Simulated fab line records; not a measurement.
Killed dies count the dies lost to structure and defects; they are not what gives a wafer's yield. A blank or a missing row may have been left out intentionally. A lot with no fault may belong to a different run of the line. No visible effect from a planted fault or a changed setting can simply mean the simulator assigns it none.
Which tool was responsible?    flow sky130    Sampling: 12 lots, 36 wafers, 6 of 708 route steps

WHAT THE GAUGES READ, wafer by wafer
SKY_FIELD_ISO_THK_MEAS_25. Usual: FIELD_ISO_CVD_24_THK typically reads 595 nm, with standard deviation 5.7.
lot   measured     on             FIELD_ISO_CVD_24_THK (nm)  flag
L391  day 2 11:55  film metro-04  592 596 599                
L392  day 2 16:49  film metro-01  596 605 594                
L394  day 3 05:19  film metro-01  598 600 593                
L396  day 3 14:12  film metro-02  586 596 583                
L402  day 4 22:24  film metro-02  590 706 596                OFF
L403  day 5 03:58  film metro-04  705 596 712                OFF
L404  day 5 09:28  film metro-04  592 588 591                
L405  day 5 14:53  film metro-02  598 590 593                
L406  day 5 20:56  film metro-02  612 605 608                
L409  day 6 13:10  film metro-02  593 594 595                
L412  day 7 06:08  film metro-02  584 587 593                
L413  day 7 08:56  film metro-04  595 590 589                

SKY_PWDE_OVL_MEAS_07. Usual: PWDE_OVL typically reads -0.7 nm, with standard deviation 1.3.
lot   measured     on          PWDE_OVL (nm)   flag
L391  day 4 00:57  overlay-01  -0.4 0.0 0.0    
L392  day 4 05:58  overlay-02  0.3 1.7 -2.4    
L394  day 4 19:07  overlay-01  -0.7 -0.4 -1.6  
L396  day 5 06:01  overlay-02  0.0 -0.9 -2.5   
L402  day 6 14:31  overlay-02  -0.6 -2.7 0.2   
L403  day 6 20:39  overlay-01  -0.6 -0.5 -1.0  
L404  day 7 04:47  overlay-02  -1.3 0.1 0.5    
L405  day 7 10:34  overlay-02  -1.9 -0.3 -0.1  
L406  day 7 23:39  overlay-01  -0.8 0.2 -1.3   
L409  day 8 15:45  overlay-01  1.4 -0.7 -0.3   
L412  day 9 05:43  overlay-01  -2.3 -1.1 -2.6  
L413  day 9 07:41  overlay-01  0.6 2.6 -0.2    

SKY_GATE_OXIDE_OVL_MEAS_10. Usual: GATE_OXIDE_OVL typically reads -0.6 nm, with standard deviation 1.2.
lot   measured      on          GATE_OXIDE_OVL (nm)  flag
L391  day 13 21:08  overlay-01  0.9 -0.1 -0.7        
L392  day 15 23:08  overlay-02  -0.4 -0.4 0.2        
L394  day 16 02:36  overlay-02  -2.0 -2.8 -0.8       
L396  day 16 03:51  overlay-01  -1.1 -0.8 0.1        
L402  day 17 16:14  overlay-02  0.9 -0.8 0.4         
L403  day 18 02:56  overlay-01  -0.8 1.1 -0.4        
L404  day 18 13:28  overlay-01  -0.9 -0.6 -1.8       
L405  day 19 03:08  overlay-01  -0.1 -1.9 0.4        
L406  day 19 18:52  overlay-02  -1.9 -1.0 -3.8       
L409  day 20 23:07  overlay-01  -0.7 1.6 -1.1        
L412  day 21 17:23  overlay-01  -0.5 -1.2 0.5        
L413  day 21 18:11  overlay-02  1.3 1.5 1.7          

EACH LOT AND THE TOOL THAT RAN IT (in order: tool; ch and the chambers of the sampled wafers; start)
lot   SKY_FIELD_ISO_CVD_24             SKY_FIELD_ISO_CMP_27          SKY_VT_ADJUST_HVTP_STRIP_10
L391  hdpcvd-01 ch 0,1,2, day 2 11:51  cmp-01 ch 1,2,3, day 2 14:41  plasma asher-01 ch 0,1, day 6 07:57
L392  hdpcvd-02 ch 0,1, day 2 16:44    cmp-02 ch 0,1,3, day 2 19:41  plasma asher-03 ch 0,1, day 6 12:35
L394  hdpcvd-01 ch 0,1,2, day 3 05:14  cmp-02 ch 1,2,3, day 3 07:01  plasma asher-02 ch 0,1, day 7 02:25
L396  hdpcvd-02 ch 0,1,2, day 3 14:07  cmp-02 ch 0,3, day 3 17:04    plasma asher-01 ch 0, day 7 14:45
L402  hdpcvd-01 ch 0,1,2, day 4 22:19  cmp-01 ch 0,2,3, day 5 00:02  plasma asher-01 ch 0,1, day 9 03:14
L403  hdpcvd-01 ch 0,1,2, day 5 03:53  cmp-02 ch 0,1,3, day 5 05:35  plasma asher-03 ch 0,1, day 9 11:09
L404  hdpcvd-02 ch 0,2, day 5 09:23    cmp-02 ch 0,1,3, day 5 12:21  plasma asher-02 ch 0,1, day 9 21:00
L405  hdpcvd-02 ch 0,1, day 5 14:47    cmp-01 ch 0,2,3, day 5 17:53  plasma asher-01 ch 0,1, day 10 04:02
L406  hdpcvd-02 ch 0,1,2, day 5 20:52  cmp-02 ch 0,1,2, day 6 03:55  plasma asher-02 ch 0,1, day 10 18:19
L409  hdpcvd-02 ch 1,2, day 6 13:06    cmp-01 ch 0,1,3, day 6 19:55  plasma asher-01 ch 0, day 11 12:31
L412  hdpcvd-02 ch 0,1, day 7 05:59    cmp-01 ch 0,1,2, day 7 08:34  plasma asher-02 ch 0,1, day 12 04:00
L413  hdpcvd-02 ch 0,1,2, day 7 08:52  cmp-02 ch 0,1,2, day 7 10:33  plasma asher-02 ch 0,1, day 12 06:21
- SKY_FIELD_ISO_CVD_24: deposits SiO2, target thk 595 nm, time 99.2 s.
- SKY_FIELD_ISO_CMP_27: polishes, stops on Si3N4, t overpolish 16 s, target thk 457.8 nm.
- SKY_VT_ADJUST_HVTP_STRIP_10: strips in O2/N2.

WHAT THE TOOLS THEMSELVES READ (means of the sampled wafers that have a number; where no wafer has one, the mark that the record gives instead)
SKY_FIELD_ISO_CVD_24. Usual: sih4 flow sccm reads 60.01 sccm (standard deviation 0.17).
lot   tool       sih4 flow sccm (sccm)  flag
L391  hdpcvd-01  60.15                  
L392  hdpcvd-02  59.90                  
L394  hdpcvd-01  60.04                  
L396  hdpcvd-02  60.01                  
L402  hdpcvd-01  60.01                  
L403  hdpcvd-01  60.07                  
L404  hdpcvd-02  59.91                  
L405  hdpcvd-02  59.96                  
L406  hdpcvd-02  59.93                  
L409  hdpcvd-02  59.95                  
L412  hdpcvd-02  59.90                  
L413  hdpcvd-02  59.98                  

SKY_FIELD_ISO_CMP_27. Usual: motor current A 12.4 A, standard deviation 1.6; time to endpoint s 111 s, standard deviation 3.6.
lot   tool    motor current A (A)  time to endpoint s (s)  flag
L391  cmp-01  14.2                 116                     
L392  cmp-02  11.0                 108                     
L394  cmp-02  12.0                 114                     
L396  cmp-02  10.9                 111                     
L402  cmp-01  13.4                 116                     
L403  cmp-02  11.4                 122                     OFF
L404  cmp-02  11.3                 111                     
L405  cmp-01  13.7                 110                     
L406  cmp-02  11.6                 109                     
L409  cmp-01  13.3                 112                     
L412  cmp-01  13.5                 111                     
L413  cmp-02  11.2                 109                     

SKY_VT_ADJUST_HVTP_STRIP_10. Usual: drypump motor current A 5.6 A, standard deviation 0.51; oes product au 0.716 a.u., standard deviation 0.0047; strip time to endpoint s 14.20 s, standard deviation 0.038.
lot   tool             drypump motor current A (A)  oes product au (a.u.)  strip time to endpoint s (s)  flag
L391  plasma asher-01  5.9                          0.719                  14.21                         
L392  plasma asher-03  5.8                          0.718                  14.22                         
L394  plasma asher-02  5.3                          0.717                  14.15                         
L396  plasma asher-01  4.9                          0.717                  14.21                         
L402  plasma asher-01  5.9                          0.714                  14.14                         
L403  plasma asher-03  5.7                          0.715                  14.21                         
L404  plasma asher-02  5.6                          0.717                  14.18                         
L405  plasma asher-01  5.4                          0.714                  14.27                         
L406  plasma asher-02  5.6                          0.713                  14.24                         
L409  plasma asher-01  4.9                          0.712                  14.26                         
L412  plasma asher-02  5.3                          0.717                  14.18                         
L413  plasma asher-02  5.5                          0.714                  14.24                         

THE ANSWER, worked out from the rows above alone
Rule: take the mean of a lot's wafers that have a number; if it is more than 3 standard deviations from the usual mean, the lot is off. A lot without any number at a reading at which 4 lots or more have one is off too. All remaining lots with rows at the step are treated as sound. After the gauges, taken in route order, come the tools' own readings; for these a lot's mean is taken, as printed above. The first step at which some lot is off is used, and at that step the reading that is off furthest; a lot without a number counts as furthest.
Off: L402, L403, at SKY_FIELD_ISO_THK_MEAS_25 (FIELD_ISO_CVD_24_THK).
If a tool, at a process step before that reading, ran all the lots that are off and no sound lot after the first of them, it fits. Gauges at SKY_FIELD_ISO_THK_MEAS_25: tried the same way as those tools. One candidate fits, namely hdpcvd-01 at SKY_FIELD_ISO_CVD_24. Its last sound lot is L394 (day 3 05:14), its first lot that is off L402 (day 4 22:19): a fault that began between those two fits.

WHAT THE SIMULATOR HAD PUT IN
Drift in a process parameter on hdpcvd-01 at SKY_FIELD_ISO_CVD_24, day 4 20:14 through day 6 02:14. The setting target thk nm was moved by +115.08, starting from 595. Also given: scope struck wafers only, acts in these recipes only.
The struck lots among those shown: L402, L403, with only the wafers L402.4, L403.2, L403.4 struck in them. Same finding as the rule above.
